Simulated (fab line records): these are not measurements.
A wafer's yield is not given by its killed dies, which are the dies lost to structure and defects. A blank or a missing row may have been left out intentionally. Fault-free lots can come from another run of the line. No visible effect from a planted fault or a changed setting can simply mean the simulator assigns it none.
Split-lot trial -- flow gf180mcu -- 23 wafers read across 5 lots, on a route 602 steps long

== THE SPLIT ==
At GF_MVSD_IMPLANT_08, the setting energyKev was moved away from the recipe's 400 on 7 of the 23 wafers read, by -8.8% to -7.2%. All remaining wafers had this setting at the recipe value.

The reading comes from the split's own step.

== THE READING ==
In nm, at GF_MVSD_IMPLANT_08: implant.drpNm, which is the simulator's own figure and was read by no gauge. No usual value for it is given in the file.

wafer,"tool, chamber at the split",energyKev as run,against the recipe,"implant.drpNm, nm",against lot-mates on the recipe
L074.1,"implanter-04, 0",400,recipe,116.9,-
L074.3,"implanter-04, 0",400,recipe,116.9,-
L074.6,"implanter-04, 0",400,recipe,116.9,-
L074.4,"implanter-04, 0",371.4,-7.2%,112.2,-4.7
L074.5,"implanter-04, 0",371.4,-7.2%,112.2,-4.7
L076.1,"implanter-01, 0",369.3,-7.7%,111.9,-5.0
L076.4,"implanter-01, 0",369.3,-7.7%,111.9,-5.0
L076.6,"implanter-01, 0",369.3,-7.7%,111.9,-5.0
L076.2,"implanter-01, 0",400,recipe,116.9,-
L076.5,"implanter-01, 0",400,recipe,116.9,-
L077.1,"implanter-04, 0",400,recipe,116.9,-
L077.2,"implanter-04, 0",400,recipe,116.9,-
L077.3,"implanter-04, 0",400,recipe,116.9,-
L077.4,"implanter-04, 0",364.7,-8.8%,111.1,-5.8
L077.5,"implanter-04, 0",364.7,-8.8%,111.1,-5.8
L079.1,"implanter-02, 0",400,recipe,116.9,-
L079.2,"implanter-02, 0",400,recipe,116.9,-
L079.5,"implanter-02, 0",400,recipe,116.9,-
L082.1,"implanter-04, 0",400,recipe,116.9,-
L082.2,"implanter-04, 0",400,recipe,116.9,-
L082.4,"implanter-04, 0",400,recipe,116.9,-
L082.5,"implanter-04, 0",400,recipe,116.9,-
L082.6,"implanter-04, 0",400,recipe,116.9,-

THE FIT
A straight line over all 23 wafers: implant.drpNm changes by +0.655 nm for each +1% of energyKev; r = +1.00; the points scatter about the line by 0.013 nm.
The same after taking each lot's own level away (the mean of its wafers on the recipe; 23 wafers): +0.655 nm for each +1%; r = +1.00; scatter 0.013 nm.
According to that fit, moving energyKev by its largest amount changes the reading by 5.8 nm.
The lots' own levels span 116.90 to 116.90 nm.
The two slopes agree, so the slope changes little with the lot-to-lot level.
Check: with one of the wafers moved furthest among these (-8.8%) left out of the fit, the line predicts -5.78 nm for it against its lot-mates. It came out at -5.8 nm against them.

== ADDITIONAL SPLITS CARRIED BY THESE WAFERS ==
Other splits were also applied to these wafers ahead of the reading. Each is held against what the fit with the lots' levels taken away leaves over:
other split on the same wafers,wafers away from the commonest value,r with implant.drpNm (lot level and that fit taken away)
GF_STI_CVD_03 pressureMtorr,15,+0.49
GF_DNWELL_COAT_02 spinRpm,8,-0.47

== THE WHOLE CHAIN: every reading that the file lists as answering this split, in the file's order ==
step,what it does,reading,change (the file's fit),r (the file's)
GF_MVSD_IMPLANT_08,,"implant.rpNm (the simulator's own value, which no gauge read)",+4.46 nm for each +1% of the setting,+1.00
GF_MVSD_IMPLANT_08,,"implant.drpNm (the simulator's own value, which no gauge read)",+0.655 nm for each +1% of the setting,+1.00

== THE FILE'S OWN FIT ==
implant.drpNm changes by +0.655 nm for each +1% of energyKev, r = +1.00.
